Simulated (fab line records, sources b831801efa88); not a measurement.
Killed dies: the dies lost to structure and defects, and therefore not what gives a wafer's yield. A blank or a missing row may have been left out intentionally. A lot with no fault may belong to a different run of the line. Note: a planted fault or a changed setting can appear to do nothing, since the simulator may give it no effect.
Code-filled problem report in 8D (eight disciplines) form / flow sfq-line / the parts of the form that need people (team, actions taken, sign-off) are left out

== 1. THE ISSUE ==
time-to-endpoint-s at SFQ_TRILAYER_I1_CMP_CMP_046 reads a mean of 181 s on 2 wafers of 2 lots; wafers without a fault read 217 s with a standard deviation of 7.4. Measured from the usual mean, that is -4.9 standard deviations.
The step: polishes SiO2.
First observed at day 15 00:05: wafer L979.3, on cmp-02. The record holds 42 wafers of 14 lots with a number at this step. By rule, "out" or "out of limits" means more than 4 standard deviations away from the usual mean. The other wafers with a number count as sound.

== 2. WHAT IT IS, WHAT IT ISN'T ==
question=which readings at this step | is=time-to-endpoint-s | is not=edge-zone-pressure-frac, motor-current-A, retaining-ring-pressure-frac
question=which lots | is=L979, L982 | is not=L968, L969, L971, L973, L974, L977, L978, L980, L983, L984, L986, L991
question=which wafers of those lots | is=L979.3, L982.4 | is not=L979.1, L979.6, L982.1, L982.2
question=read on which tools | is=cmp-02 | is not=cmp-01
question=when | is=from day 15 00:05 | is not=up to then (25 sound wafers); but 15 sound wafers of L979, L982, L983, L984, L986, L991 came after

== 3. THE SUSPECTS, EACH WITH WHAT RULES IT OUT ==
Counting: a tool at a process step up to the reading stays a suspect if it ran every lot that is out. Sound lots after the first of them don't rule it out here, since some wafers of a struck lot are sound.
- rie-metal-04 at SFQ_TRILAYER_M1_STRIP_STRIP_043 (strips in O2): kept. It ran every lot that is out, first L979 (day 14 17:07); its last sound lot up to then is L974 (day 12 16:55).
- cmp-02 at SFQ_TRILAYER_I1_CMP_CMP_046 (polishes SiO2): kept. It ran every lot that is out, first L979 (day 15 00:05); its last sound lot up to then is L978 (day 14 09:05). Its own readings are out on those wafers: time-to-endpoint-s.
- Within cmp-02 at SFQ_TRILAYER_I1_CMP_CMP_046: the wafers that are out ran in chamber 0; their sound lot-mates ran in chambers 1, 2, 3.
After counting, rie-metal-04 at SFQ_TRILAYER_M1_STRIP_STRIP_043 and cmp-02 at SFQ_TRILAYER_I1_CMP_CMP_046 remain.

== 4. THE CAUSE (what the simulator had put in) ==
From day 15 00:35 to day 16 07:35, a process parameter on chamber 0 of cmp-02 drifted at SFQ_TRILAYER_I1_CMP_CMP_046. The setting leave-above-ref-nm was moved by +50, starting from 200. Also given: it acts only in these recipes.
2 suspects survive the count, and this tool is in that group.

== 5. THE EFFECT CHAIN, in route order ==
Each row: a reading whose mean over the struck wafers that have a number lies more than 3 standard deviations from the usual. Readings are gone through only where the record gives a usual standard deviation; hours: the median, over the lots, of the time from a lot's start at the first step in this table giving one to that lot's start at this step; sigmas: the change measured in usual standard deviations.
hours=0; step=SFQ_TRILAYER_I1_CMP_CMP_046; reading=time-to-endpoint-s; usual=217 s; on struck wafers=181; change=-36; sigmas=-4.9
hours=3; step=SFQ_TRILAYER_I1_METRO_MEASURE_047; reading=thk-nm; usual=200.0 nm; on struck wafers=250.2; change=+50.2; sigmas=+50
hours=154; step=SFQ_TRILAYER_I1_VIA_ETCH_VIA_ETCH_052; reading=oes-product-au; usual=0.854 a.u.; on struck wafers=0.976; change=+0.122; sigmas=+25
Process steps it contains:
- SFQ_TRILAYER_I1_CMP_CMP_046: polishes SiO2.
- SFQ_TRILAYER_I1_METRO_MEASURE_047
- SFQ_TRILAYER_I1_VIA_ETCH_VIA_ETCH_052: etches SiO2 in CHF3, stops on Nb, target depth 260 nm.
Later steps that measure or inspect, where all struck wafers having a row at the step show a number for every such reading and not one has moved that far: SFQ_M3_RS_MEAS_919.

== 6. HOW IT WOULD HAVE BEEN CAUGHT EARLIER ==
In this record the first reading out of limits was taken at day 15 00:05.
